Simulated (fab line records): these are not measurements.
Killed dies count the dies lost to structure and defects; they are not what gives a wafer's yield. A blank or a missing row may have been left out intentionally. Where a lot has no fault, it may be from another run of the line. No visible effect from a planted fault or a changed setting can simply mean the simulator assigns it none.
fab line records -- flow sky130
record lots=6, wafers=18, last_day=50
route steps=708 shown VIA3@576 PAD_OPEN@708
lots that met no fault: from a run of the same line without faults
start_h: start of the lot's first displayed wafer, in hours after the record's first day -- wait_h: hours since the lot's step before -- " identical to the entry in the row above -- L1.1+2: one row covering several wafers at once -- - no value, or no start was given -- * or withheld: withheld -- < > ~ a bound
route shown NAME@n: a module of which the file shows steps, and the number in the route of the first -- usual: the fault-free wafers' mean and standard deviation -- same: alike in all rows -- chamber/n: place in a boat -- sites: readings site by site -- _std_site: how widely they spread, as a standard deviation -- _edge_site: outer sites' mean less inner sites' -- radius_mm: how far each site lies from the wafer's centre -- mask NAME#n: copy n -- behind: the last tool/chamber to shape the wafer -- hold: reason for holding the lot/hours on hold/outcome of the hold -- device: transistor that didn't switch, given as n, p or np -- end of line: the same wafers' tests at the end of the route -- a step with no rows: only its recipe -- killed: not the wafer's yield, but the dies lost to structure and defects at the first sort -- map: dies across one wafer; x = killed, . = not, _ = none there
set.NAME: the setting that was run; set.NAME@STEP: the one run at that earlier step -- model.NAME: the simulator's own value behind a step, which no gauge read
lots at selected steps of the route; one table per step, one row per wafer
services: a tool's chamber out of use, with start hour (start_h, from the record's first day; less than 0 if before it), hours out, and reason
## steps
# step SKY_VIA3_BOW_MEAS_03
# recipe mode=bow
# usual VIA3_BOW=79/8
lot.wafer,tool,chamber,start_h,wait_h,VIA3_BOW[um]
L407.1,film_metro-02,-,925.21,0.1,79
L407.2,film_metro-02,-,925.21,0.1,87
L407.3,film_metro-02,-,925.21,0.1,81
L415.1,film_metro-02,-,983.85,0.3,90
L415.2,film_metro-02,-,983.85,0.3,90
L415.4,film_metro-02,-,983.85,0.3,87
L416.1,film_metro-02,-,990.63,0.1,90
L416.4,film_metro-02,-,990.63,0.1,84
L416.6,film_metro-02,-,990.63,0.1,73
L420.1,film_metro-04,-,1019.57,0.2,77
L420.2,film_metro-04,-,1019.57,0.2,76
L420.4,film_metro-04,-,1019.57,0.2,90
L422.1,film_metro-04,-,1035.28,0.1,88
L422.4,film_metro-04,-,1035.28,0.1,85
L422.6,film_metro-04,-,1035.28,0.1,69
L426.1,film_metro-04,-,1058.67,0.2,78
L426.4,film_metro-04,-,1058.67,0.2,66
L426.6,film_metro-04,-,1058.67,0.2,72
# step SKY_VIA3_DEHYDRATE_04
# recipe temp_c=200, time_s=60
# step SKY_VIA3_HMDS_05
# recipe prime_time_s=60, prime_temp_c=120
# step SKY_VIA3_COAT_06
# recipe resist=BARC, temp_c=withheld, time_s=withheld, spin_rpm=3000, resist_thk_nm=60
# step SKY_VIA3_COAT_07
# recipe resist=KrF-thick, spin_rpm=3000, resist_thk_nm=450
# step SKY_VIA3_SOFTBAKE_08
# recipe temp_c=100, time_s=90, resist=KrF-thick
# step SKY_VIA3_EXPOSE_09
# recipe mask_id=VIM3, na=0.8, source_shape=annular, sigma_inner=0.55, sigma_outer=0.85, target_cd_nm=200, dose_mj=38
# step SKY_VIA3_PEB_10
# recipe peb_temp_c=withheld, peb_time_s=withheld, resist=KrF-thick
# step SKY_VIA3_DEVELOP_11
# recipe develop_time_s=60, resist=KrF-thick, dev_temp_c=21
# step SKY_VIA3_CD_MEAS_12
# recipe target_cd_nm=200
# usual cd_nm=200.3/1.2
lot.wafer,tool,chamber,start_h,wait_h,cd_nm
L407.1,cd_sem-01,-,949.54,-,199.6
L407.2,cd_sem-01,-,949.54,-,200.6
L407.3,cd_sem-01,-,949.54,-,198.8
L415.1,cd_sem-02,-,1007.71,-,201.2
L415.2,cd_sem-02,-,1007.71,-,200.2
L415.4,cd_sem-02,-,1007.71,-,201.9
L416.1,cd_sem-02,-,1013.84,-,202.5
L416.4,cd_sem-02,-,1013.84,-,200.5
L416.6,cd_sem-02,-,1013.84,-,200.4
L420.1,cd_sem-01,-,1041.96,-,199.0
L420.2,cd_sem-01,-,1041.96,-,199.7
L420.4,cd_sem-01,-,1041.96,-,200.7
L422.1,cd_sem-01,-,1056.91,-,204.1
L422.4,cd_sem-01,-,1056.91,-,203.2
L422.6,cd_sem-01,-,1056.91,-,203.4
L426.1,cd_sem-02,-,1079.81,-,199.7
L426.4,cd_sem-02,-,1079.81,-,200.1
L426.6,cd_sem-02,-,1079.81,-,197.7
# step SKY_VIA3_OVL_MEAS_13
# usual VIA3_OVL=-1/5.8
lot.wafer,tool,chamber,start_h,wait_h,VIA3_OVL[nm]
L407.1,overlay-02,-,949.66,0.1,-1
L407.2,overlay-02,-,949.66,0.1,6
L407.3,overlay-02,-,949.66,0.1,2
L415.1,overlay-02,-,1007.83,0.1,-5
L415.2,overlay-02,-,1007.83,0.1,-4
L415.4,overlay-02,-,1007.83,0.1,-2
L416.1,overlay-02,-,1013.96,0.1,-2
L416.4,overlay-02,-,1013.96,0.1,2
L416.6,overlay-02,-,1013.96,0.1,-3
L420.1,overlay-02,-,1042.08,0.1,3
L420.2,overlay-02,-,1042.08,0.1,3
L420.4,overlay-02,-,1042.08,0.1,7
L422.1,overlay-01,-,1057.03,0.1,-8
L422.4,overlay-01,-,1057.03,0.1,-5
L422.6,overlay-01,-,1057.03,0.1,-9
L426.1,overlay-02,-,1079.93,0.1,4
L426.4,overlay-02,-,1079.93,0.1,8
L426.6,overlay-02,-,1079.93,0.1,2
# step SKY_VIA3_ETCH_14
# recipe chemistry=N2/H2, target=BARC, ion_energy_ev=200, source_w=500, bias_w=100, pressure_mtorr=30, n2_flow_sccm=100, h2_flow_sccm=200, stop_on=SiO2, time_s=45.9, target_depth_a=600
# usual bias_w=100.01/0.29, chamber_pressure_mTorr=30.004/0.026, drypump_motor_current_A=5.6/0.36, oes_product_au=0.855/0.0048, throttle_valve_pct=13.225/0.0084
lot.wafer,tool,chamber,start_h,wait_h,bias_w,chamber_pressure_mTorr,drypump_motor_current_A,oes_product_au,rf_hours_counter_h,throttle_valve_pct
L407.1,rie_diel-03,1,949.69,0.0,100.20,30.005,5.4,0.860,27,13.226
L407.2,rie_diel-03,3,949.69,0.0,99.87,30.030,5.4,0.861,13,13.224
L407.3,rie_diel-03,2,949.69,0.0,99.99,30.009,5.4,0.853,16,13.218
L415.1,rie_diel-03,0,1007.87,0.0,100.30,30.046,5.6,0.850,30,13.217
L415.2,rie_diel-03,3,1007.87,0.0,100.26,29.974,5.4,0.857,15,13.230
L415.4,rie_diel-03,1,1007.87,0.0,100.13,29.976,5.4,0.849,29,13.218
L416.1,rie_diel-04,3,1013.99,0.0,100.03,30.001,5.4,0.857,7,13.236
L416.4,rie_diel-04,1,1013.99,0.0,99.64,30.041,5.1,0.860,15,13.235
L416.6,rie_diel-04,3,1013.99,0.0,99.92,29.983,5.3,0.853,-,13.230
L420.1,rie_diel-01,2,1042.12,0.0,100.03,29.961,5.6,0.848,5,13.214
L420.2,rie_diel-01,3,1042.12,0.0,99.88,29.975,6.5,0.852,12,13.226
L420.4,rie_diel-01,2,1042.12,0.0,99.83,30.021,5.6,0.855,-,13.224
L422.1,rie_diel-04,2,1057.07,0.0,100.29,29.967,5.9,0.846,7,13.223
L422.4,rie_diel-04,3,1057.07,0.0,99.60,30.052,5.4,0.860,9,13.232
L422.6,rie_diel-04,1,1057.07,0.0,99.65,30.025,5.1,0.858,-,13.230
L426.1,rie_diel-03,2,1079.97,0.0,99.88,29.935,5.4,0.863,20,13.223
L426.4,rie_diel-03,2,1079.97,0.0,100.18,30.011,5.4,0.856,-,13.223
L426.6,rie_diel-03,3,1079.97,0.0,100.18,30.009,5.4,0.857,-,13.223
# step SKY_VIA3_ETCH_15
# recipe target=SiO2, chemistry=C4F8/O2/Ar, target_depth_nm=507, stop_on=TiN, mask_material=KrF-thick, source_w=1500, bias_w=1200, pressure_mtorr=40, c4f8_flow_sccm=withheld, O2_flow_sccm=6, Ar_flow_sccm=300, time_s=78
# usual bias_w=1200/3, chamber_pressure_mTorr=40.00/0.039, oes_product_au=0.946/0.0046
lot.wafer,tool,chamber,start_h,wait_h,bias_w,chamber_pressure_mTorr,oes_product_au,rf_hours_counter_h,model.KrF-thick_of_VIA3_COAT_07.thk_nm
L407.1,rie_diel-03,1,949.73,0.0,1198,40.04,0.951,27,292.6
L407.2,rie_diel-03,3,949.73,0.0,1201,40.05,0.939,13,293.8
L407.3,rie_diel-03,2,949.73,0.0,1208,40.00,0.944,16,291
L415.1,rie_diel-03,0,1007.91,0.0,-,-,-,-,391.7
L415.2,rie_diel-03,3,1007.91,0.0,-,-,-,-,393.3
L415.4,rie_diel-03,1,1007.91,0.0,-,-,-,-,391.4
L416.1,rie_diel-04,3,1014.04,0.0,-,-,-,-,391.8
L416.4,rie_diel-04,1,1014.04,0.0,-,-,-,-,391.8
L416.6,rie_diel-04,3,1014.04,0.0,-,-,-,-,391.4
L420.1,rie_diel-01,2,1042.16,0.0,1199,40.04,0.951,5,288.5
L420.2,rie_diel-01,3,1042.16,0.0,1203,39.94,0.939,12,291.8
L420.4,rie_diel-01,2,1042.16,0.0,1200,39.98,0.941,-,287.7
L422.1,rie_diel-04,2,1057.11,0.0,1202,40.03,0.948,7,290.6
L422.4,rie_diel-04,3,1057.11,0.0,1200,40.00,0.946,9,291.1
L422.6,rie_diel-04,1,1057.11,0.0,1202,39.99,0.941,-,287.9
L426.1,rie_diel-03,2,1080.01,0.0,1199,40.03,0.954,21,291.1
L426.4,rie_diel-03,2,1080.01,0.0,1200,39.97,0.942,-,290.4
L426.6,rie_diel-03,3,1080.01,0.0,1204,40.02,0.937,-,293.2
# step SKY_VIA3_STRIP_16
# recipe chemistry=O2/N2, power_w=1400, pressure_mtorr=1500, platen_temp_c=withheld, o2_flow_sccm=3000, n2_flow_sccm=300, overash_fraction=0.5
# usual chamber_pressure_mTorr=1500.2/1.5, drypump_motor_current_A=5.8/0.52, oes_product_au=0.401/0.0051, strip_time_to_endpoint_s=4.131/0.021
lot.wafer,tool,chamber,start_h,wait_h,chamber_pressure_mTorr,drypump_motor_current_A,oes_product_au,rf_hours_counter_h,strip_time_to_endpoint_s
L407.1,plasma_asher-04,0,949.79,0.0,1498.3,6.3,0.400,113,4.145
L407.2,plasma_asher-04,1,949.79,0.0,1501.9,5.2,0.407,113,4.165
L407.3,plasma_asher-04,1,949.79,0.0,1499.6,5.2,0.398,-,4.129
L415.1,plasma_asher-02,1,1007.97,0.0,1499.3,5.5,0.444,55,5.193
L415.2,plasma_asher-02,0,1007.97,0.0,1496.2,5.2,0.439,55,5.215
L415.4,plasma_asher-02,0,1007.97,0.0,1500.0,5.2,0.445,-,5.187
L416.1,plasma_asher-01,1,1014.10,0.0,1499.4,6.6,0.449,90,5.179
L416.4,plasma_asher-01,0,1014.10,0.0,1501.9,5.7,0.447,-,5.178
L416.6,plasma_asher-01,0,1014.10,0.0,1499.4,5.7,0.439,-,5.190
L420.1,plasma_asher-01,0,1042.22,0.0,1501.6,5.7,0.406,93,4.105
L420.2,plasma_asher-01,1,1042.22,0.0,1500.5,6.5,0.402,93,4.129
L420.4,plasma_asher-01,1,1042.22,0.0,1500.6,6.5,0.401,-,4.097
L422.1,plasma_asher-02,1,1057.17,0.0,1499.2,5.6,0.397,59,4.119
L422.4,plasma_asher-02,0,1057.17,0.0,1500.4,5.2,0.405,-,4.149
L422.6,plasma_asher-02,1,1057.17,0.0,1500.8,5.6,0.397,-,4.094
L426.1,plasma_asher-04,1,1080.07,0.0,1501.4,5.2,0.401,1,4.138
L426.4,plasma_asher-04,0,1080.07,0.0,1498.4,6.3,0.405,-,4.110
L426.6,plasma_asher-04,0,1080.07,0.0,1501.5,6.3,0.402,-,4.148
# step SKY_VIA3_STRIP_17
# recipe chemistry=post_etch_residue_remover, time_s=1200, temp_c=72.5
# step SKY_PAD_OPEN_PROBE_99
# usual defect_limited_yield=82.5/1.9, killed_at_M0_to_M3=44/6.4, killed_at_M4_up=3.4/2.1, killed_at_contacts=23/5, killed_at_front_end=15/4.5, killed_at_other=0.3/0.54, killed_dies=86/9.5, killed_on_rim=17/3.9, killed_open=48/6.9, killed_short=38/5.9, sort_bin_3_pad_short=0.8/0.44, sort_bin_5_function=10.5/1.6, sort_bin_6_memory=6.1/1.1, sort_n_pass=406/9.5, sort_yield_pct=82.5/1.9
# same gross_dies=492, killed_at_back_side=0, sort_bin_4_leakage[%]=0, sort_bin_8_speed[%]=0
lot.wafer,tool,chamber,start_h,wait_h,defect_limited_yield[%],killed_at_M0_to_M3,killed_at_M4_up,killed_at_contacts,killed_at_front_end,killed_at_other,killed_dies,killed_on_rim,killed_open,killed_short,sort_bin_3_pad_short[%],sort_bin_5_function[%],sort_bin_6_memory[%],sort_n_pass,sort_yield_pct[%]
L415.1,prober-01,-,1140.66,0.1,0,452,0,24,15,1,492,96,38,47,0.8,91.5,7.7,0,0
L415.2,prober-01,-,1140.71,0.1,0,443,3,30,16,0,492,96,55,42,0.8,92.3,6.9,0,0
L415.4,prober-01,-,1140.81,0.2,0,447,4,28,13,0,492,96,56,30,0.6,94.1,5.3,0,0
L416.1,prober-02,-,1147.58,0.1,0,440,6,28,17,1,492,96,67,38,0.4,91.3,8.3,0,0
L416.4,prober-02,-,1147.73,0.2,0,450,4,19,19,0,492,96,51,47,1.2,92.7,6.1,0,0
L416.6,prober-02,-,1147.83,0.2,0,444,2,19,27,0,492,96,48,56,1.6,92.1,6.3,0,0
# killed by level:class
L415.1 VIA3:area_etch=407 VIA1:geometric_particle:open=9 METAL1:geometric_particle:short=8 CONTACT:geometric_particle:open=7 METAL2:geometric_particle:short=7 FIELD_ISO:geometric_particle:short=5 LI_CONTACT:geometric_particle:open=5 LOCAL_INTERCONNECT:geometric_particle:short=5
L415.2 VIA3:area_etch=395 VIA1:geometric_particle:open=12 LI_CONTACT:geometric_particle:open=11 METAL2:geometric_particle:short=9 CONTACT:geometric_particle:open=7 LI_CONTACT:geometric_particle:short=4 LOCAL_INTERCONNECT:geometric_particle:short=4 CONTACT:geometric_particle:short=4
L415.4 VIA3:area_etch=406 CONTACT:geometric_particle:open=11 VIA1:geometric_particle:open=11 VIA2:geometric_particle:open=8 LI_CONTACT:geometric_particle:open=7 VIA3:geometric_particle:open=7 FIELD_ISO:geometric_particle:open=5 VIA1:geometric_particle:short=5
L416.1 VIA3:area_etch=385 CONTACT:geometric_particle:open=12 VIA3:geometric_particle:open=11 VIA1:geometric_particle:open=11 VIA2:geometric_particle:open=11 METAL2:geometric_particle:short=7 FIELD_ISO:geometric_particle:open=6 VIA2:geometric_particle:short=6
L416.4 VIA3:area_etch=392 VIA1:geometric_particle:open=24 METAL2:geometric_particle:short=7 METAL1:geometric_particle:short=6 POLY_GATE:geometric_particle:short=6 VIA3:geometric_particle:open=6 LOCAL_INTERCONNECT:geometric_particle:short=5 CONTACT:geometric_particle:short=5
L416.6 VIA3:area_etch=388 METAL1:geometric_particle:short=11 VIA1:geometric_particle:open=10 METAL2:geometric_particle:short=10 CONTACT:geometric_particle:open=7 POLY_GATE:geometric_particle:short=5 POLY_GATE:geometric_particle:open=4 VIA3:geometric_particle:open=4
# map L415.1 (x killed, . not)
__________xxxxxxxxxx_________
________xxxxxxxxxxxxxx_______
______xxxxxxxxxxxxxxxxxx_____
_____xxxxxxxxxxxxxxxxxxxx____
____xxxxxxxxxxxxxxxxxxxxxx___
___xxxxxxxxxxxxxxxxxxxxxxxx__
__xxxxxxxxxxxxxxxxxxxxxxxxxx_
_xxxxxxxxxxxxxxxxxxxxxxxxxxxx
_xxxxxxxxxxxxxxxxxxxxxxxxxxxx
_xxxxxxxxxxxxxxxxxxxxxxxxxxxx
_xxxxxxxxxxxxxxxxxxxxxxxxxxxx
_xxxxxxxxxxxxxxxxxxxxxxxxxxxx
_xxxxxxxxxxxxxxxxxxxxxxxxxxxx
_xxxxxxxxxxxxxxxxxxxxxxxxxxxx
_xxxxxxxxxxxxxxxxxxxxxxxxxxxx
__xxxxxxxxxxxxxxxxxxxxxxxxxx_
___xxxxxxxxxxxxxxxxxxxxxxxx__
____xxxxxxxxxxxxxxxxxxxxxx___
_____xxxxxxxxxxxxxxxxxxxx____
______xxxxxxxxxxxxxxxxxx_____
________xxxxxxxxxxxxxx_______
__________xxxxxxxxxx_________
# map L416.1 (x killed, . not)
__________xxxxxxxxxx_________
________xxxxxxxxxxxxxx_______
______xxxxxxxxxxxxxxxxxx_____
_____xxxxxxxxxxxxxxxxxxxx____
____xxxxxxxxxxxxxxxxxxxxxx___
___xxxxxxxxxxxxxxxxxxxxxxxx__
__xxxxxxxxxxxxxxxxxxxxxxxxxx_
_xxxxxxxxxxxxxxxxxxxxxxxxxxxx
_xxxxxxxxxxxxxxxxxxxxxxxxxxxx
_xxxxxxxxxxxxxxxxxxxxxxxxxxxx
_xxxxxxxxxxxxxxxxxxxxxxxxxxxx
_xxxxxxxxxxxxxxxxxxxxxxxxxxxx
_xxxxxxxxxxxxxxxxxxxxxxxxxxxx
_xxxxxxxxxxxxxxxxxxxxxxxxxxxx
_xxxxxxxxxxxxxxxxxxxxxxxxxxxx
__xxxxxxxxxxxxxxxxxxxxxxxxxx_
___xxxxxxxxxxxxxxxxxxxxxxxx__
____xxxxxxxxxxxxxxxxxxxxxx___
_____xxxxxxxxxxxxxxxxxxxx____
______xxxxxxxxxxxxxxxxxx_____
________xxxxxxxxxxxxxx_______
__________xxxxxxxxxx_________
## services
tool,chamber,start_h,hours,kind
rie_diel-03,1,938.79,5.1,repair
plasma_asher-04,-,941.53,2.4,repair
plasma_asher-01,-,945.77,7.7,repair
plasma_asher-02,-,963.70,4.3,repair
plasma_asher-04,-,976.68,2.8,pm
plasma_asher-02,-,977.03,2.0,repair
rie_diel-01,0,1041.95,8.5,repair
rie_diel-04,1,1050.04,2.7,repair
plasma_asher-04,-,1055.25,9.0,pm
plasma_asher-04,0,1055.25,9.0,vent_cycle
plasma_asher-04,1,1055.25,9.0,vent_cycle
plasma_asher-04,0,1064.25,-,clean
plasma_asher-04,1,1064.25,-,clean
rie_diel-03,0,1065.93,-,clean
rie_diel-03,0,1065.93,21.7,scheduled_down
rie_diel-03,0,1065.93,21.7,vent_cycle
## key
first_sign step=SKY_VIA3_ETCH_15, reading=tool_record, direction=missing
effect step=SKY_VIA3_STRIP_16, reading=strip_time_to_endpoint_s, direction=up, sigmas=51, usual=*, struck=*
effect step=SKY_PAD_OPEN_PROBE_99, reading=killed_at_M0_to_M3, direction=up, sigmas=63, usual=44, struck=446
model_effect step=SKY_VIA3_ETCH_15, value=KrF-thick_of_VIA3_COAT_07.thk_nm, without=290.5, struck=391.9
more_kills_born_at SKY_VIA3_ETCH_15@rie_diel-03=1208, SKY_VIA3_ETCH_15@rie_diel-04=1165
met_at SKY_VIA3_ETCH_15
struck_wafers L415.1,L415.2,L415.4,L416.1,L416.4,L416.6
later_rows_left_out L415.1,L415.2,L415.4,L416.1,L416.4,L416.6
onset_between 949.73 1007.91
fault kind=skipped_step_whole, tool=rie_diel-03,rie_diel-04, chamber=-, onset_h=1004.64, steps=SKY_VIA3_ETCH_15, scope=struck_lots_only
# later_rows_left_out: the simulator's readings of these wafers behind a module that went badly wrong aren't trusted and aren't shown, but for the sort
